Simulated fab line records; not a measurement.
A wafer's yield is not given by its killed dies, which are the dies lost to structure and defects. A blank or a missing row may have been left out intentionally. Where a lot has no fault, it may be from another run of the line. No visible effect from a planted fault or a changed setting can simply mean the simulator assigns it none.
fab line records    flow sky130    part 1 of 2: steps 1 to 27 of 39
[record] lots = 5  wafers = 15  lastDay = 47
route steps=708 shown VIA3@579 METAL4@598 CAP2M@603
lots that met no fault: from a run of the same line without faults
startH: hours from the record's first day to the start of the lot's first wafer shown    waitH: hours elapsed since this lot's preceding step    " same as the row above    L1.1+2: several wafers, shown together as one row    - no value, or no start given    * or withheld: withheld    < > ~ a bound
route shown NAME@n: NAME is a module with steps in the file, n the number in the route of the first one    usual: mean/standard deviation taken from wafers without a fault    same: alike in all rows    chamber/n: place in a boat    sites: the reading at each site    _std_site: the standard deviation of these    _edge_site: the outer-site mean with the inner-site mean subtracted    radiusMm: how far each site lies from the wafer's centre    mask NAME#n: copy n    behind: the tool/chamber that last shaped the wafer    hold: reason for holding the lot/hours on hold/outcome of the hold    device: names the non-switching transistor (n, p or np)    end of line: tests run on the same wafers once the route is complete    a step with no rows: only its recipe    killed: dies lost to structure and defects at the first sort, not the wafer's yield    map: per-die view of a wafer (x killed, . not killed, _ where there is no die)
set.NAME: setting as actually run; set.NAME@STEP: the setting as run at that earlier step    model.NAME: the simulator's own value behind a step, which no gauge read
lots at selected steps of the route; one table per step, one row per wafer
services: a tool's chamber out of use, with start hour (startH, from the record's first day; less than 0 if before it), hours out, and reason
[[steps]]
[step SKY_VIA3_COAT_06]
[recipe] resist = BARC  tempC = withheld  timeS = withheld  spinRpm = 3000  resistThkNm = 60
[usual] dispensePressureKPa = 44/3.8
lot.wafer  tool           chamber  startH  waitH  dispensePressureKPa
L074.2     lithoTrack-03  0        907.57  0.1    41
L074.3     "              0        "       "      41
L074.4     "              0        "       "      41
L075.1     lithoTrack-02  0        912.16  0.1    41
L075.3     "              0        "       "      41
L075.5     "              0        "       "      41
L077.1     lithoTrack-01  0        934.39  0.1    49
L077.3     "              0        "       "      49
L077.4     "              0        "       "      49
L081.1     lithoTrack-02  0        965.86  0.1    41
L081.2     "              0        "       "      41
L081.6     "              0        "       "      41
L083.1     lithoTrack-01  0        975.64  0.1    49
L083.3     "              0        "       "      49
L083.4     "              0        "       "      49
[step SKY_VIA3_COAT_07]
[recipe] resist = KrF-thick  spinRpm = 3000  resistThkNm = 450
[usual] dispensePressureKPa = 44/3.8
lot.wafer  tool           chamber  startH  waitH  dispensePressureKPa
L074.2     lithoTrack-03  0        -       -      41
L074.3     "              0        "       "      41
L074.4     "              0        "       "      41
L075.1     lithoTrack-02  0        -       -      41
L075.3     "              0        "       "      41
L075.5     "              0        "       "      41
L077.1     lithoTrack-01  0        -       -      49
L077.3     "              0        "       "      49
L077.4     "              0        "       "      49
L081.1     lithoTrack-02  0        -       -      41
L081.2     "              0        "       "      41
L081.6     "              0        "       "      41
L083.1     lithoTrack-01  0        -       -      49
L083.3     "              0        "       "      49
L083.4     "              0        "       "      49
[step SKY_VIA3_SOFTBAKE_08]
[recipe] tempC = 100  timeS = 90  resist = KrF-thick
lot.wafer   tool           chamber  startH  waitH
L074.2+3+4  lithoTrack-03  0        -       -
L075.1+3+5  lithoTrack-02  0        -       -
L077.1+3+4  lithoTrack-01  0        -       -
L081.1+2+6  lithoTrack-02  0        -       -
L083.1+3+4  lithoTrack-01  0        -       -
[step SKY_VIA3_EXPOSE_09]
[recipe] maskId = VIM3  na = 0.8  sourceShape = annular  sigmaInner = 0.55  sigmaOuter = 0.85  targetCdNm = 200  doseMj = 38
[same] sigmaInner = 0.55
lot.wafer   tool           chamber  startH  waitH  mask
L074.2+3+4  krfScanner-02  0        -       -      VIM3#0
L075.1+3+5  krfScanner-01  0        -       -      VIM3#0
L077.1+3+4  krfScanner-01  0        -       -      VIM3#0
L081.1+2+6  krfScanner-02  0        -       -      VIM3#0
L083.1+3+4  krfScanner-01  0        -       -      VIM3#0
[step SKY_VIA3_PEB_10]
[recipe] pebTempC = withheld  pebTimeS = withheld  resist = KrF-thick
lot.wafer   tool           chamber  startH  waitH
L074.2+3+4  lithoTrack-01  0        -       -
L075.1+3+5  lithoTrack-03  0        -       -
L077.1+3+4  lithoTrack-03  0        -       -
L081.1+2+6  lithoTrack-01  0        -       -
L083.1+3+4  lithoTrack-02  0        -       -
[step SKY_VIA3_DEVELOP_11]
[recipe] developTimeS = 60  resist = KrF-thick  devTempC = 21
lot.wafer   tool           chamber  startH  waitH
L074.2+3+4  lithoTrack-01  0        -       -
L075.1+3+5  lithoTrack-03  0        -       -
L077.1+3+4  lithoTrack-03  0        -       -
L081.1+2+6  lithoTrack-01  0        -       -
L083.1+3+4  lithoTrack-02  0        -       -
[step SKY_VIA3_CD_MEAS_12]
[recipe] targetCdNm = 200
[usual] cdNm = 199.4/1.4
lot.wafer  tool      chamber  startH  waitH  cdNm
L074.2     cdSem-01  -        919.96  -      196.5
L074.3     "         -        "       "      197.7
L074.4     "         -        "       "      196.7
L075.1     cdSem-02  -        925.05  -      197.9
L075.3     "         -        "       "      200.4
L075.5     "         -        "       "      197.8
L077.1     cdSem-01  -        947.10  -      202.4
L077.3     "         -        "       "      200.6
L077.4     "         -        "       "      202.3
L081.1     cdSem-01  -        978.84  -      197.2
L081.2     "         -        "       "      197.5
L081.6     "         -        "       "      198.7
L083.1     cdSem-02  -        988.11  -      199.7
L083.3     "         -        "       "      198.8
L083.4     "         -        "       "      199.1
[step SKY_VIA3_OVL_MEAS_13]
[usual] VIA3_OVL = -4/5.5
lot.wafer  tool        chamber  startH  waitH  VIA3_OVL[nm]
L074.2     overlay-02  -        920.07  0.1    -4
L074.3     "           -        "       "      -7
L074.4     "           -        "       "      -7
L075.1     overlay-02  -        925.17  0.1    -8
L075.3     "           -        "       "      2
L075.5     "           -        "       "      3
L077.1     overlay-02  -        947.22  0.1    -6
L077.3     "           -        "       "      -12
L077.4     "           -        "       "      -6
L081.1     overlay-01  -        978.96  0.1    0
L081.2     "           -        "       "      0
L081.6     "           -        "       "      1
L083.1     overlay-01  -        988.23  0.1    9
L083.3     "           -        "       "      4
L083.4     "           -        "       "      -1
[step SKY_VIA3_ETCH_14]
[recipe] chemistry = N2/H2  target = BARC  ionEnergyEv = 200  sourceW = 500  biasW = 100  pressureMtorr = 30  n2FlowSccm = 100  h2FlowSccm = 200  stopOn = SiO2  timeS = 45.9  targetDepthA = 600
[usual] biasW = 100.02/0.29  drypumpMotorCurrentA = 5.8/0.45  oesProductAu = 0.854/0.0048  throttleValvePct = 13.223/0.0083
lot.wafer  tool        chamber  startH  waitH  biasW   drypumpMotorCurrentA  oesProductAu  rfHoursCounterH  throttleValvePct
L074.2     rieDiel-03  0        920.10  0.0    100.03  6.6                   0.853         9                13.221
L074.3     "           1        "       "      100.14  6.6                   0.861         11               13.214
L074.4     "           3        "       "      99.95   5.4                   0.854         18               13.224
L075.1     rieDiel-02  2        925.20  0.0    100.27  5.9                   0.850         12               13.214
L075.3     "           0        "       "      100.76  5.7                   0.859         3                13.217
L075.5     "           3        "       "      99.71   5.2                   0.851         -                13.219
L077.1     rieDiel-04  0        947.25  0.0    100.21  6.0                   0.861         9                13.226
L077.3     "           2        "       "      99.85   5.2                   0.850         9                13.218
L077.4     "           1        "       "      100.06  5.7                   0.857         9                13.226
L081.1     rieDiel-04  2        979.00  0.0    100.12  5.2                   0.857         10               13.225
L081.2     "           0        "       "      99.89   6.0                   0.856         10               13.212
L081.6     "           1        "       "      100.26  5.7                   0.854         -                13.234
L083.1     rieDiel-03  0        988.27  0.0    100.29  6.5                   0.852         10               13.219
L083.3     "           3        "       "      100.45  5.4                   0.859         20               13.222
L083.4     "           1        "       "      99.88   6.6                   0.850         13               13.222
[step SKY_VIA3_ETCH_15]
[recipe] target = SiO2  chemistry = C4F8/O2/Ar  targetDepthNm = 507  stopOn = TiN  maskMaterial = KrF-thick  sourceW = 1500  biasW = 1200  pressureMtorr = 40  c4f8FlowSccm = withheld  O2_flow_sccm = 6  Ar_flow_sccm = 300  timeS = 78
[usual] biasW = 1200/3.2  oesProductAu = 0.946/0.0051
lot.wafer  tool        chamber  startH  waitH  biasW  oesProductAu  rfHoursCounterH
L074.2     rieDiel-03  0        920.14  0.0    1199   0.949         9
L074.3     "           1        "       "      1193   0.944         11
L074.4     "           3        "       "      1202   0.948         18
L075.1     rieDiel-02  2        925.25  0.0    1205   0.945         12
L075.3     "           0        "       "      1198   0.946         3
L075.5     "           3        "       "      1198   0.947         -
L077.1     rieDiel-04  0        947.30  0.0    1208   0.949         9
L077.3     "           2        "       "      1203   0.944         9
L077.4     "           1        "       "      1200   0.939         9
L081.1     rieDiel-04  2        979.04  0.0    1202   0.949         10
L081.2     "           0        "       "      1202   0.951         10
L081.6     "           1        "       "      1196   0.947         -
L083.1     rieDiel-03  0        988.31  0.0    1206   0.940         10
L083.3     "           3        "       "      1197   0.952         20
L083.4     "           1        "       "      1200   0.950         13
[step SKY_VIA3_STRIP_16]
[recipe] chemistry = O2/N2  powerW = 1400  pressureMtorr = 1500  platenTempC = withheld  o2FlowSccm = 3000  n2FlowSccm = 300  overashFraction = 0.5
[usual] drypumpMotorCurrentA = 6.0/0.58  oesProductAu = 0.402/0.0043  stripTimeToEndpointS = 4.133/0.025
[same] overashFraction = 0.5
lot.wafer  tool            chamber  startH  waitH  drypumpMotorCurrentA  oesProductAu  rfHoursCounterH  stripTimeToEndpointS
L074.2     plasmaAsher-03  0        920.20  0.0    6.1                   0.399         50               4.155
L074.3     "               0        "       "      6.1                   0.402         -                4.134
L074.4     "               1        "       "      6.7                   0.408         -                4.148
L075.1     plasmaAsher-03  0        925.31  0.0    6.0                   0.398         51               4.119
L075.3     "               0        "       "      6.0                   0.405         -                4.108
L075.5     "               0        "       "      6.0                   0.402         -                4.139
L077.1     plasmaAsher-01  0        947.36  0.0    6.5                   0.403         81               4.113
L077.3     "               0        "       "      6.5                   0.396         -                4.110
L077.4     "               1        "       "      4.9                   0.405         -                4.123
L081.1     plasmaAsher-01  0        979.10  0.0    6.5                   0.403         84               4.118
L081.2     "               1        "       "      5.0                   0.400         84               4.132
L081.6     "               0        "       "      6.5                   0.403         -                4.164
L083.1     plasmaAsher-02  0        988.37  0.0    5.9                   0.406         117              4.126
L083.3     "               1        "       "      6.2                   0.401         -                4.178
L083.4     "               0        "       "      5.9                   0.406         -                4.141
[step SKY_VIA3_STRIP_17]
[recipe] chemistry = postEtchResidueRemover  timeS = 1200  tempC = 72.5
lot.wafer   tool         chamber  startH  waitH
L074.2+3+4  wetBench-04  1        920.30  0.1
L075.1+3+5  wetBench-04  2        925.41  0.1
L077.1+3+4  wetBench-04  0        947.46  0.1
L081.1+2+6  wetBench-02  0        979.20  0.1
L083.1+3+4  wetBench-04  3        988.47  0.1
[step SKY_VIA3_CLEAN_18]
[recipe] chemistry = IPA  timeS = 180  tempC = 25
lot.wafer   tool         chamber  startH  waitH
L074.2+3+4  wetBench-01  0        920.64  0.0
L075.1+3+5  wetBench-01  2        925.75  0.0
L077.1+3+4  wetBench-02  0        947.80  0.0
L081.1+2+6  wetBench-04  2        979.54  0.0
L083.1+3+4  wetBench-02  1        988.81  0.0
[step SKY_VIA3_CLEAN_19]
[recipe] chemistry = O3/DIW  dry = n2Spin
lot.wafer   tool         chamber  startH  waitH
L074.2+3+4  wetBench-04  2        920.70  0.0
L075.1+3+5  wetBench-04  1        925.81  0.0
L077.1+3+4  wetBench-01  3        947.86  0.0
L081.1+2+6  wetBench-01  1        979.60  0.0
L083.1+3+4  wetBench-01  1        988.88  0.0
[step SKY_VIA3_SPUTTER_20]
[recipe] material = TiN  targetThkNm = 20  chamberPressurePa = 5  powerW = 4000  timeS = 80
[usual] throttleValvePct = 30.1/0.75
lot.wafer  tool           chamber  startH  waitH  throttleValvePct
L074.2     pvdSputter-01  -        920.79  0.0    29.3
L074.3     "              -        "       "      30.8
L074.4     "              -        "       "      30.4
L075.1     pvdSputter-02  -        925.90  0.0    30.3
L075.3     "              -        "       "      29.1
L075.5     "              -        "       "      29.7
L077.1     pvdSputter-04  -        947.95  0.0    29.1
L077.3     "              -        "       "      29.7
L077.4     "              -        "       "      31.8
L081.1     pvdSputter-02  -        979.70  0.0    30.2
L081.2     "              -        "       "      29.7
L081.6     "              -        "       "      30.0
L083.1     pvdSputter-02  -        988.98  0.0    29.9
L083.3     "              -        "       "      29.7
L083.4     "              -        "       "      30.1
[step SKY_VIA3_CVD_21]
[recipe] material = W  targetThkNm = 390  timeS = 117.31  tempC = 400  pressureTorr = 40
[usual] heaterPowerW = 863/110
lot.wafer  tool     chamber  startH  waitH  heaterPowerW
L074.2     cvdW-01  0        920.85  0.0    895
L074.3     "        0        "       "      892
L074.4     "        1        "       "      721
L075.1     cvdW-01  0        925.96  0.0    907
L075.3     "        1        "       "      716
L075.5     "        1        "       "      743
L077.1     cvdW-01  1        948.01  0.0    720
L077.3     "        0        "       "      903
L077.4     "        1        "       "      709
L081.1     cvdW-02  1        979.77  0.0    825
L081.2     "        0        "       "      1015
L081.6     "        1        "       "      841
L083.1     cvdW-02  1        989.04  0.0    854
L083.3     "        0        "       "      1047
L083.4     "        1        "       "      837
[step SKY_VIA3_RS_MEAS_22]
[recipe] thkMeasGauge = four-point-probe  reads = W_of_VIA3_CVD_21+TiN_of_VIA3_SPUTTER_20
[usual] VIA3_W_RS = 0.295/0.0045
lot.wafer  tool          chamber  startH  waitH  VIA3_W_RS[ohm/sq]
L074.2     filmMetro-02  -        920.99  0.1    0.285
L074.3     "             -        "       "      0.289
L074.4     "             -        "       "      0.298
L075.1     filmMetro-02  -        926.08  0.1    0.286
L075.3     "             -        "       "      0.295
L075.5     "             -        "       "      0.294
L077.1     filmMetro-03  -        948.13  0.1    0.296
L077.3     "             -        "       "      0.289
L077.4     "             -        "       "      0.301
L081.1     filmMetro-03  -        979.89  0.1    0.293
L081.2     "             -        "       "      0.294
L081.6     "             -        "       "      0.296
L083.1     filmMetro-04  -        989.16  0.1    0.301
L083.3     "             -        "       "      0.297
L083.4     "             -        "       "      0.301
[step SKY_VIA3_THK_MEAS_23]
[recipe] thkMeasGauge = xrf  reads = W_of_VIA3_CVD_21
[usual] VIA3_W_THK = 384/6.1
lot.wafer  tool          chamber  startH  waitH  VIA3_W_THK[nm]
L074.2     filmMetro-02  -        921.10  0.1    398
L074.3     "             -        "       "      391
L074.4     "             -        "       "      381
L075.1     filmMetro-02  -        926.20  0.1    396
L075.3     "             -        "       "      383
L075.5     "             -        "       "      386
L077.1     filmMetro-03  -        948.25  0.1    380
L077.3     "             -        "       "      391
L077.4     "             -        "       "      373
L081.1     filmMetro-03  -        980.01  0.1    385
L081.2     "             -        "       "      387
L081.6     "             -        "       "      384
L083.1     filmMetro-04  -        989.28  0.1    381
L083.3     "             -        "       "      386
L083.4     "             -        "       "      383
[step SKY_VIA3_CMP_24]
[recipe] stopOn = SiO2  tOverpolishS = 20  downForcePsi = 3.5  platenRpm = 60  targetThkNm = 0  padVelocityMS = 0.94248
[usual] motorCurrentA = 10.9/1.2  overpolishRunS = 20.000/0.009  timeToEndpointS = 94/3.8
[same] tOverpolishS = 20
lot.wafer  tool    chamber  startH  waitH  motorCurrentA  overpolishRunS  timeToEndpointS
L074.4     cmp-01  1        921.32  0.2    12.4           19.991          93
L074.2     "       2        "       "      9.8            20.001          94
L074.3     "       3        "       "      10.3           19.991          96
L075.3     cmp-02  0        926.36  0.1    13.3           19.981          91
L075.1     "       1        "       "      10.1           20.002          96
L075.5     "       3        "       "      11.6           19.983          91
L077.4     cmp-02  1        948.31  0.0    10.7           19.987          91
L077.1     "       2        "       "      10.9           20.008          92
L077.3     "       0        "       "      13.8           20.004          92
L081.2     cmp-02  2        980.07  0.0    10.7           20.002          96
L081.1     "       1        "       "      10.2           20.006          93
L081.6     "       2        "       "      11.3           19.986          94
L083.3     cmp-01  0        989.34  0.0    8.8            20.006          97
L083.1     "       2        "       "      10.2           20.011          93
L083.4     "       3        "       "      9.9            19.998          93
[step SKY_METAL4_SPUTTER_00]
[recipe] material = Ti  targetThkNm = 15  powerW = 3000  timeS = 10  chamberPressurePa = 0.4
[usual] throttleValvePct = 30.4/0.81
lot.wafer  tool           chamber  startH  waitH  throttleValvePct
L074.2     pvdSputter-04  -        921.57  0.1    29.4
L074.3     "              -        "       "      31.1
L074.4     "              -        "       "      29.0
L075.1     pvdSputter-04  -        926.56  0.1    29.1
L075.3     "              -        "       "      29.6
L075.5     "              -        "       "      31.3
L077.1     pvdSputter-03  -        948.61  0.2    31.1
L077.3     "              -        "       "      30.7
L077.4     "              -        "       "      30.8
L081.1     pvdSputter-03  -        980.37  0.1    30.9
L081.2     "              -        "       "      30.7
L081.6     "              -        "       "      30.7
L083.1     pvdSputter-03  -        989.64  0.1    30.7
L083.3     "              -        "       "      30.2
L083.4     "              -        "       "      30.1
[step SKY_METAL4_SPUTTER_01]
[recipe] material = TiN  targetThkNm = 20  powerW = 6500  timeS = 16.7  chamberPressurePa = 0.4
[usual] throttleValvePct = 30.4/0.8
lot.wafer  tool           chamber  startH  waitH  throttleValvePct
L074.2     pvdSputter-04  -        921.59  0.0    29.7
L074.3     "              -        "       "      31.3
L074.4     "              -        "       "      29.0
L075.1     pvdSputter-04  -        926.58  0.0    29.5
L075.3     "              -        "       "      29.9
L075.5     "              -        "       "      30.8
L077.1     pvdSputter-03  -        948.63  0.0    31.1
L077.3     "              -        "       "      30.9
L077.4     "              -        "       "      30.6
L081.1     pvdSputter-03  -        980.40  0.0    31.0
L081.2     "              -        "       "      30.3
L081.6     "              -        "       "      31.2
L083.1     pvdSputter-03  -        989.67  0.0    30.8
L083.3     "              -        "       "      30.1
L083.4     "              -        "       "      30.0
[step SKY_METAL4_SPUTTER_02]
[recipe] material = AlCu  targetThkNm = 735  powerW = 10600  timeS = 39.1  chamberPressurePa = 0.4
[usual] throttleValvePct = 30.4/0.8
lot.wafer  tool           chamber  startH  waitH  throttleValvePct
L074.2     pvdSputter-04  -        921.62  0.0    29.5
L074.3     "              -        "       "      31.2
L074.4     "              -        "       "      29.4
L075.1     pvdSputter-04  -        926.61  0.0    29.3
L075.3     "              -        "       "      29.7
L075.5     "              -        "       "      31.0
L077.1     pvdSputter-03  -        948.66  0.0    30.9
L077.3     "              -        "       "      30.4
L077.4     "              -        "       "      31.2
L081.1     pvdSputter-03  -        980.42  0.0    31.0
L081.2     "              -        "       "      30.9
L081.6     "              -        "       "      30.8
L083.1     pvdSputter-03  -        989.69  0.0    30.6
L083.3     "              -        "       "      30.2
L083.4     "              -        "       "      30.3
[step SKY_METAL4_SPUTTER_03]
[recipe] material = Ti  targetThkNm = 5  powerW = 3000  timeS = 3.3  chamberPressurePa = 0.4
[usual] throttleValvePct = 30.4/0.81
lot.wafer  tool           chamber  startH  waitH  throttleValvePct
L074.2     pvdSputter-04  -        921.66  0.0    29.6
L074.3     "              -        "       "      31.4
L074.4     "              -        "       "      29.2
L075.1     pvdSputter-04  -        926.65  0.0    29.3
L075.3     "              -        "       "      29.5
L075.5     "              -        "       "      31.1
L077.1     pvdSputter-03  -        948.70  0.0    31.0
L077.3     "              -        "       "      30.6
L077.4     "              -        "       "      30.9
L081.1     pvdSputter-03  -        980.46  0.0    31.1
L081.2     "              -        "       "      30.6
L081.6     "              -        "       "      31.1
L083.1     pvdSputter-03  -        989.73  0.0    30.7
L083.3     "              -        "       "      30.0
L083.4     "              -        "       "      30.0
[step SKY_METAL4_SPUTTER_04]
[recipe] material = TiN  targetThkNm = 70  powerW = 6500  timeS = 58.3  chamberPressurePa = 0.4
[usual] throttleValvePct = 30.4/0.8
lot.wafer  tool           chamber  startH  waitH  throttleValvePct
L074.2     pvdSputter-04  -        921.67  0.0    29.7
L074.3     "              -        "       "      31.1
L074.4     "              -        "       "      29.3
L075.1     pvdSputter-04  -        926.67  0.0    29.3
L075.3     "              -        "       "      29.5
L075.5     "              -        "       "      30.9
L077.1     pvdSputter-03  -        948.72  0.0    30.8
L077.3     "              -        "       "      30.5
L077.4     "              -        "       "      31.1
L081.1     pvdSputter-03  -        980.48  0.0    31.1
L081.2     "              -        "       "      30.7
L081.6     "              -        "       "      31.1
L083.1     pvdSputter-03  -        989.75  0.0    30.6
L083.3     "              -        "       "      30.0
L083.4     "              -        "       "      30.4
[step SKY_CAP2M_CVD_00]
[recipe] material = SiO2  targetThkNm = 15.5  tempC = 400  timeS = withheld  rfW = 450
[usual] heaterPowerW = 745/76
lot.wafer  tool      chamber  startH  waitH  heaterPowerW
L074.2     pecvd-03  1        921.72  0.0    736
L074.3     "         0        "       "      694
L074.4     "         0        "       "      672
L075.1     pecvd-01  1        926.72  0.0    721
L075.3     "         2        "       "      766
L075.5     "         1        "       "      703
L077.1     pecvd-04  0        948.77  0.0    803
L077.3     "         2        "       "      686
L077.4     "         1        "       "      649
L081.1     pecvd-04  0        980.53  0.0    869
L081.2     "         1        "       "      741
L081.6     "         0        "       "      871
L083.1     pecvd-03  0        989.80  0.0    730
L083.3     "         1        "       "      640
L083.4     "         2        "       "      815
[step SKY_CAP2M_THK_MEAS_01]
[recipe] reads = SiO2_of_CAP2M_CVD_00
[usual] CAP2M_CVD_00_THK = 15.51/0.21
lot.wafer  tool          chamber  startH  waitH  CAP2M_CVD_00_THK[nm]
L074.2     filmMetro-01  -        921.75  -      15.64
L074.3     "             -        "       "      15.50
L074.4     "             -        "       "      15.67
L075.1     filmMetro-04  -        926.74  -      15.88
L075.3     "             -        "       "      15.89
L075.5     "             -        "       "      15.83
L077.1     filmMetro-01  -        948.79  -      15.16
L077.3     "             -        "       "      15.18
L077.4     "             -        "       "      15.54
L081.1     filmMetro-02  -        980.56  -      15.22
L081.2     "             -        "       "      15.44
L081.6     "             -        "       "      15.38
L083.1     filmMetro-02  -        989.82  -      15.42
L083.3     "             -        "       "      15.43
L083.4     "             -        "       "      15.56
[step SKY_CAP2M_SPUTTER_02]
[recipe] material = TiN  targetThkNm = 200  tempC = 300  powerW = 6500  timeS = 166.7  chamberPressurePa = 0.4
[usual] throttleValvePct = 30.2/0.55
lot.wafer  tool           chamber  startH  waitH  throttleValvePct
L074.2     pvdSputter-03  -        921.80  0.0    30.5
L074.3     "              -        "       "      30.9
L074.4     "              -        "       "      30.1
L075.1     pvdSputter-03  -        926.80  0.1    30.8
L075.3     "              -        "       "      30.3
L075.5     "              -        "       "      30.2
L077.1     pvdSputter-01  -        948.85  0.1    29.2
L077.3     "              -        "       "      29.7
L077.4     "              -        "       "      30.5
L081.1     pvdSputter-01  -        980.62  0.1    30.1
L081.2     "              -        "       "      30.4
L081.6     "              -        "       "      30.1
L083.1     pvdSputter-02  -        989.88  0.1    29.7
L083.3     "              -        "       "      29.8
L083.4     "              -        "       "      29.2
